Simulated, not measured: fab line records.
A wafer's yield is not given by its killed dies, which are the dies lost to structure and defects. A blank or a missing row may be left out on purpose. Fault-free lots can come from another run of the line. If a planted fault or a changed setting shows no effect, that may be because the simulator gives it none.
Struck lot and sound lot, side by side    flow sfq_line    41 out of 325 route steps
Sound: the wafers L255.2, L255.3, L255.4. Struck: wafer L263.6 (left out: L263.4, L263.5 of the same lot, which were not struck); the cause appears at the end.
Order at every step that has rows: each side's tool, ch and its chambers, its first start. Under that, the readings that differ: sound wafers    struck wafers    difference of the means    sigmas: that difference in standard deviations of wafers without a fault.
alike: same words and numbers on both sides, and readings whose means sit less than 2 such deviations apart. not compared: any withheld reading, any reading some wafer has no value for, any bound like >300 that may hide the same value, and any number with overlapping values for which the record gives no deviation.
Wherever a step has rows on one side only, a row that says differs or no value, or a row with sigmas, the two part there. When numbers do not overlap yet have no deviation, they are printed without sigmas and do not part them. A reading that every wafer of one side lacks parts them only if that side has two wafers or more.

first, 3 steps without rows for these wafers: SFQ_TRILAYER_I4_VIA_LITHO_EXPOSE_104 (exposes mask I4, target cd 700 nm); SFQ_TRILAYER_I4_VIA_LITHO_PEB_106 (peb time 60 s); SFQ_TRILAYER_I4_VIA_LITHO_DEVELOP_105 (time 60 s).
SFQ_I4_OVL_MEAS_928:
  struck on overlay-02, day 55 04:43; sound on overlay-02, day 51 18:19
  alike: I4_OVL
then, 1 step without rows for these wafers: SFQ_TRILAYER_I4_VIA_BARC_OPEN_VIA_ETCH_146 (etches BARC in O2, target depth 125 nm, time 41.7 s).
SFQ_TRILAYER_I4_VIA_ETCH_VIA_ETCH_106: etches SiO2 in CHF3, stops on Nb, target depth 260 nm.
  sound on rie_diel-01 ch 0,2,3, day 51 18:23; struck on rie_diel-03 ch 0, day 55 04:46
  alike: drypump_motor_current_A, oes_product_au, rf_fwd_power_W
then, 3 steps without rows for these wafers: SFQ_TRILAYER_I4_VIA_STRIP_STRIP_107 (strips in O2); SFQ_TRILAYER_I4_VIA_STRIP_SOLV_CLEAN_108 (cleans in NMP, time 600 s); SFQ_TRILAYER_JJ_TRILAYER_DEP_PRE_CLEAN_113 (time 22.5 s).
SFQ_TRILAYER_JJ_TRILAYER_DEP_SPUTTER_109: material Nb, target thk 150 nm, time 100 s.
  struck on pvd_sputter-04, day 55 05:44; sound on pvd_sputter-05, day 51 20:04
  alike: throttle_valve_pct
then, 2 steps without rows for these wafers: SFQ_TRILAYER_JJ_TRILAYER_DEP_SPUTTER_110 (material Al, target thk 8 nm, time 10 s); SFQ_TRILAYER_JJ_TRILAYER_DEP_AL_OXIDATION_111 (oxidation time 600 s).
SFQ_TRILAYER_JJ_TRILAYER_DEP_SPUTTER_112: material Nb, target thk 170 nm, time 113.3 s.
  struck on pvd_sputter-04, day 55 06:49; sound on pvd_sputter-05, day 51 21:10
reading                                                       sound              struck  difference  sigmas
model.Nb_of_TRILAYER_JJ_TRILAYER_DEP_SPUTTER_112.thk_nm (nm)  168.3 171.2 170.4  178.8   +8.8        
  alike: throttle_valve_pct
SFQ_JJ_RS_MEAS_929: a four-point-probe measurement.
  struck on film_metro-01, day 55 07:15; sound on film_metro-04, day 51 21:16
reading            sound              struck  difference  sigmas
JJ_NB_RS (ohm/sq)  1.060 1.043 1.045  0.996   -0.053      -5
  not compared: hold
then, 5 steps without rows for these wafers: SFQ_TRILAYER_JJ_CE_LITHO_COAT_114 (resist thk 600 nm); SFQ_TRILAYER_JJ_CE_LITHO_SOFTBAKE_118; SFQ_TRILAYER_JJ_CE_LITHO_EXPOSE_115 (exposes mask J5, target cd 700 nm); SFQ_TRILAYER_JJ_CE_LITHO_PEB_117 (peb time 60 s); SFQ_TRILAYER_JJ_CE_LITHO_DEVELOP_116 (time 60 s).
SFQ_JJ_OVL_MEAS_931:
  struck on overlay-01, day 55 14:05; sound on overlay-02, day 51 23:41
  alike: J5_OVL
next, for these wafers, 1 step has no rows: SFQ_TRILAYER_JJ_CE_METRO_MEASURE_117.
SFQ_TRILAYER_JJ_CE_BARC_OPEN_RIE_150: chemistry O2, target BARC, target depth 240 nm, time 80 s.
  sound on rie_metal-04 ch 0,1, day 52 00:55; struck on rie_metal-01 ch 1, day 55 15:20
  alike: drypump_motor_current_A, oes_product_au, rf_fwd_power_W
  not compared: rf_hours_counter_h
then, 10 steps without rows for these wafers: SFQ_TRILAYER_JJ_CE_ETCH_RIE_118 (chemistry SF6, target Nb, stops on Al2O3, time 97.7 s, target depth 170 nm); SFQ_TRILAYER_JJ_ANODIZE_ANODIZE_119; SFQ_TRILAYER_JJ_CE_STRIP_STRIP_120 (strips in O2); SFQ_TRILAYER_JJ_CE_STRIP_SOLV_CLEAN_121 (cleans in NMP, time 600 s); SFQ_TRILAYER_M5_LITHO_COAT_128 (resist thk 62 nm); SFQ_TRILAYER_M5_LITHO_COAT_123 (resist thk 600 nm); SFQ_TRILAYER_M5_LITHO_SOFTBAKE_127; SFQ_TRILAYER_M5_LITHO_EXPOSE_124 (exposes mask M5, target cd 700 nm); SFQ_TRILAYER_M5_LITHO_PEB_126 (peb time 60 s); SFQ_TRILAYER_M5_LITHO_DEVELOP_125 (time 60 s).
SFQ_M5_OVL_MEAS_932:
  struck on overlay-01, day 55 20:38; sound on overlay-02, day 53 00:11
  alike: M5_OVL
then, 1 step without rows for these wafers: SFQ_TRILAYER_M5_BARC_OPEN_METAL_ETCH_161 (etches BARC in O2, target depth 125 nm, time 41.7 s).
SFQ_TRILAYER_M5_ETCH_METAL_ETCH_126: etches Nb in Cl2/BCl3, stops on SiO2, time 203.2 s, target depth 265 nm.
  sound on rie_metal-04 ch 0,1, day 53 00:17; struck on rie_metal-02 ch 0, day 55 20:58
  alike: drypump_motor_current_A, oes_product_au, rf_fwd_power_W
  not compared: rf_hours_counter_h
SFQ_TRILAYER_M5_STRIP_STRIP_127: strips in O2.
  sound on rie_metal-04 ch 0,1, day 53 00:28; struck on rie_metal-02 ch 0, day 55 21:46
  alike: drypump_motor_current_A, oes_product_au
  not compared: rf_hours_counter_h
then, 4 steps without rows for these wafers: SFQ_TRILAYER_M5_STRIP_SOLV_CLEAN_128 (cleans in NMP, time 600 s); SFQ_TRILAYER_A5B_DEP_PECVD_129 (deposits SiO2 from SiH4/N2O, time 133.33 s, target thk 600 nm); SFQ_TRILAYER_A5B_CMP_CMP_130 (polishes, stops on Nb, target thk 340.7 nm); SFQ_TRILAYER_A5B_METRO_MEASURE_131.
-- the record jumps here: 6 days lie between the struck wafers' starts before and after --
SFQ_TRILAYER_R5_ETCH_METAL_ETCH_139: etches the open film in Cl2, stops on SiO2, target depth 60 nm, time 40 s.
  sound on rie_metal-03 ch 0,1, day 59 10:58; struck on rie_metal-02 ch 0, day 62 05:25
reading                                                       sound              struck  difference  sigmas
model.Nb_of_TRILAYER_JJ_TRILAYER_DEP_SPUTTER_112.thk_nm (nm)  158.2 161.4 160.2  168.6   +8.7        
  alike: drypump_motor_current_A, oes_product_au, rf_fwd_power_W
  not compared: rf_hours_counter_h

== WHERE THEY PART ==
Only at SFQ_JJ_RS_MEAS_929, as far as this record shows. Later steps at which nothing parts them and some readings are alike: SFQ_JJ_OVL_MEAS_931, SFQ_TRILAYER_JJ_CE_BARC_OPEN_RIE_150, SFQ_M5_OVL_MEAS_932, SFQ_TRILAYER_M5_ETCH_METAL_ETCH_126, SFQ_TRILAYER_M5_STRIP_STRIP_127, SFQ_TRILAYER_R5_ETCH_METAL_ETCH_139.

WHY: what the simulator had put in
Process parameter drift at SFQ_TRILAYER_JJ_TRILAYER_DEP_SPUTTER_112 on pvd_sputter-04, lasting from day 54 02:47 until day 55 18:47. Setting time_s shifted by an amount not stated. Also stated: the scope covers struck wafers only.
